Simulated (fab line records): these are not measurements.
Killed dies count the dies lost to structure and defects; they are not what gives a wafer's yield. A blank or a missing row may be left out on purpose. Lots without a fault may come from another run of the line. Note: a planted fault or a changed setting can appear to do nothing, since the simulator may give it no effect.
Chamber matching / flow gf180mcu / 4 sister chambers for GF_V1_CMP_04 on cmp-01
The step polishes SiO2. 4 wafers are shown with their chamber, then 9 later ones without.

== WAFERS, EACH WITH ITS CHAMBER ==
wafer=L893.3; chamber=0; motor_current_A (A)=11.7
wafer=L893.6; chamber=3; motor_current_A (A)=13.8
wafer=L894.3; chamber=1; motor_current_A (A)=12.5
wafer=L894.5; chamber=2; motor_current_A (A)=12.8

== WAFERS WHOSE CHAMBER IS MISSING ==
wafer=L895.2; motor_current_A (A)=12.8
wafer=L895.4; motor_current_A (A)=13.0
wafer=L895.5; motor_current_A (A)=12.5
wafer=L897.2; motor_current_A (A)=12.7
wafer=L897.3; motor_current_A (A)=13.2
wafer=L897.4; motor_current_A (A)=12.4
wafer=L898.1; motor_current_A (A)=12.2
wafer=L898.5; motor_current_A (A)=12.9
wafer=L898.6; motor_current_A (A)=11.7

== CHAMBER TAKEN BY EACH ==
wafer=L895.2; from the rows above=can't be placed: 2 or 1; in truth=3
wafer=L895.4; from the rows above=can't be placed: 2 or 1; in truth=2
wafer=L895.5; from the rows above=can't be placed: 1 or 2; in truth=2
wafer=L897.2; from the rows above=can't be placed: 2 or 1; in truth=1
wafer=L897.3; from the rows above=can't be placed: 2 or 3 or 1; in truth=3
wafer=L897.4; from the rows above=can't be placed: 1 or 2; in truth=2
wafer=L898.1; from the rows above=can't be placed: 1 or 0 or 2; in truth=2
wafer=L898.5; from the rows above=can't be placed: 2 or 1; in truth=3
wafer=L898.6; from the rows above=0; in truth=0
1 of 9 placed correctly. From these rows, 8 cannot be placed; in 6 the true chamber is one of the candidates. Placed wrongly: 0.
How it was worked out, from the rows above alone: a wafer's distance from a chamber is the root of the sum, over the readings, of the square of ((its reading less the chamber's mean) divided by the reading's scatter). The wafer belongs to the nearest chamber; if the next one is less than 2 further off, it can't be placed. Each chamber's mean is taken over the wafers shown for it. The scatter: with one shown wafer a chamber, the root of the mean of the squares of how far each hidden wafer lies from its nearest shown one.
